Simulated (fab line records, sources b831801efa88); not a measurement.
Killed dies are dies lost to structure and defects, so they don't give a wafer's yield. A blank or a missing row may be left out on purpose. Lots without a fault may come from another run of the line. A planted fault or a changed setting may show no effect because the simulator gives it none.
One fault seen from 2 desks | flow gf180mcu | each desk has only its own numbers; what lay behind them comes last

THE METROLOGY DESK
What the gauges read, lot by lot, whatever tool the lot ran on: means of the sampled wafers that have a number. A lot is out of limits, marked OUT, if its mean lies more than 4 standard deviations from the usual mean; the brackets give that distance.
Columns: A = MVPSD_OVL at GF_MVPSD_OVL_MEAS_07, usual 0.3 nm; B = MVPSD_RS at GF_VT_IMPLANT_RS_MEAS_49, usual 1169 ohm/sq
lot  | first seen here | A    | B
L440 | day 4 23:10     | 0.9  | 1169
L441 | day 5 06:13     | -0.0 | 1169
L442 | day 5 08:49     | -0.8 | 1167
L443 | day 5 19:13     | 0.5  | 1167
L445 | day 6 09:49     | 0.0  | 1170
L447 | day 6 19:31     | -1.2 | 1173
L450 | day 7 12:13     | -1.5 | 1212 (+13) OUT
L451 | day 7 17:55     | 1.9  | 1217 (+14) OUT
L454 | day 8 09:09     | -0.6 | 1171
L458 | day 9 11:21     | 0.5  | 1167
L459 | day 9 16:31     | 0.3  | 1166
L460 | day 10 00:25    | 0.8  | 1171
L461 | day 10 04:28    | 0.2  | 1175
This desk's finding: out of limits on L450, L451; first on L450, day 10 08:59 (MVPSD_RS at GF_VT_IMPLANT_RS_MEAS_49). In limits: L440, L441, L442, L443, L445, L447, L454, L458, L459, L460, L461.

THE TOOL OWNER'S DESK: implanter-04
The tool's own readings at GF_MVPSD_IMPLANT_09: means of the sampled wafers that have a number, for each lot that ran on this tool. A lot is out of limits, marked OUT, if its mean lies more than 4 standard deviations from the usual mean; the brackets give that distance.
Columns: A = beam_on_s at GF_MVPSD_IMPLANT_09, usual 10.00 s; B = end_station_pressure_torr at GF_MVPSD_IMPLANT_09, usual 4.99e-06 Torr; C = faraday_current_uA at GF_MVPSD_IMPLANT_09, usual 28.2
lot  | first seen here | A               | B        | C
L442 | day 5 09:02     | 9.81            | 4.75e-06 | 28.7
L450 | day 7 12:25     | 7.96 (-9.7) OUT | 4.89e-06 | 35.4 (+12) OUT
L451 | day 7 18:05     | 7.90 (-10) OUT  | 5.33e-06 | 35.7 (+12) OUT
This desk's finding: out of limits on L450, L451; first on L450, day 7 12:25 (beam_on_s at GF_MVPSD_IMPLANT_09). In limits: L442.

PUT TOGETHER
The tool owner's desk could have raised an alarm at day 7 12:25, on L450, L451.
The metrology desk could have raised an alarm at day 10 08:59, on L450, L451.
Of the lots named, all ran GF_MVPSD_IMPLANT_09 on implanter-04.

WHAT THE SIMULATOR HAD PUT IN
Process parameter drift: implanter-04, from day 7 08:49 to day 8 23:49, at GF_MVPSD_IMPLANT_09. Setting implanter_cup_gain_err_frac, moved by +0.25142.
Lots struck among those shown: L450, L451.
Hours from the fault's start to each desk's first reading out of limits: the tool owner's desk, 4; the metrology desk, 72.
